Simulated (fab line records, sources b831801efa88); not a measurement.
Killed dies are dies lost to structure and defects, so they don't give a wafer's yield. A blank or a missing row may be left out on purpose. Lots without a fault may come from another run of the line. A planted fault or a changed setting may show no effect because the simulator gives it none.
A struck lot beside a sound one | flow gf180mcu | 15 steps out of a route of 602
Sound: wafers L801.2, L801.3, L801.6. Struck: wafers L814.1, L814.2, L814.3. The cause comes at the end.
At each step with rows: each side's tool, then ch and its chambers, then its first start. Under that, the readings that differ: sound wafers | struck wafers | difference of the means | sigmas: that difference in standard deviations of wafers without a fault.
alike: readings whose means differ by less than 2 such deviations, and words and numbers that are the same on both sides. not compared: withheld readings, readings that some wafer has no value for, bounds like >300 that may hide the same value, and numbers for which the record gives no deviation and whose values overlap.
The two part at a step that has a row with sigmas, a row that says differs or no value, or rows on one side only. Numbers that don't overlap but have no deviation are shown without sigmas and don't part them. A reading that every wafer of one side lacks parts them only if that side has two wafers or more.

GF_V3_CD_MEAS_14: target cd 260 nm.
  sound on cd_sem-02, day 24 02:17; struck on cd_sem-01, day 27 14:43
  alike: cd_nm
GF_V3_OVL_MEAS_15:
  sound on overlay-01, day 24 02:23; struck on overlay-01, day 27 14:50
  alike: V3_OVL
GF_V3_ETCH_16: etches BARC in N2/H2.
  sound on rie_diel-04 ch 1,3, day 24 02:25; struck on rie_diel-04 ch 0,2,3, day 27 14:52
  alike: drypump_motor_current_A, oes_product_au, rf_fwd_power_W, throttle_valve_pct
GF_V3_ETCH_17: etches SiO2 in C4F8/O2/Ar, stops on TiN, target depth 635 nm.
  sound on rie_diel-04 ch 1,3; struck on rie_diel-04 ch 0,2,3
  alike: oes_product_au, rf_fwd_power_W
GF_V3_STRIP_18: strips in O2/N2.
  sound on plasma_asher-02 ch 1, day 24 02:32; struck on plasma_asher-02 ch 0,1, day 27 14:59
  alike: drypump_motor_current_A, heater_power_w, o2_flow_sccm, oes_product_au
  not compared: rf_hours_counter_h
then, 2 steps without rows for these wafers: GF_V3_STRIP_19 (strips in post etch residue remover, time 1200 s); GF_V3_CLEAN_20 (cleans in DIW).
GF_V3_SPUTTER_21: material Ti, target thk 15 nm, time 80.02 s.
  sound on pvd_sputter-01, day 24 03:07; struck on pvd_sputter-01, day 27 15:32
  alike: throttle_valve_pct
then, 2 steps without rows for these wafers: GF_V3_SPUTTER_22 (material TiN, target thk 10 nm, time 40 s); GF_V3_CVD_23 (deposits W, target thk 350 nm, time 104.9 s).
GF_V3_RS_MEAS_24: measures by four-point-probe.
  sound on film_metro-04, day 24 03:20; struck on film_metro-04, day 27 15:52
  alike: V3_W_RS
GF_V3_THK_MEAS_25: measures by xrf.
  sound on film_metro-04, day 24 03:27; struck on film_metro-04, day 27 15:59
  alike: V3_W_THK
GF_V3_CMP_26: polishes, stops on SiO2, t overpolish 15 s, target thk 0 nm.
  sound on cmp-01 ch 0,1,3, day 24 03:33; struck on cmp-02 ch 0,2,3, day 27 16:03
  reading                | sound    | struck   | difference | sigmas
  time_to_endpoint_s (s) | 97 84 90 | 50 51 54 | -39        | -8
  alike: motor_current_A, overpolish_run_s
GF_M4_SPUTTER_00: material Ti, target thk 37.5 nm, time 150 s.
  sound on pvd_sputter-04, day 24 03:48; struck on pvd_sputter-04, day 27 16:21
  alike: throttle_valve_pct
-- the record jumps here: 6 days lie between the struck wafers' starts before and after (it left off in module M4 and takes up again in module PASSIVATION, whose first step shown is number 602 of the route) --
GF_PASSIVATION_PROBE_99:
  the record has rows for the struck wafers here (prober-01, day 33 09:22) and none for the sound ones

WHERE THEY PART
First at GF_V3_CMP_26; last, within this record, at GF_PASSIVATION_PROBE_99.

WHY: what the simulator had put in
Process parameter drift: cmp-02, from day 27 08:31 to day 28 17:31, at GF_V3_CMP_26. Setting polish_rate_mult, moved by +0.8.
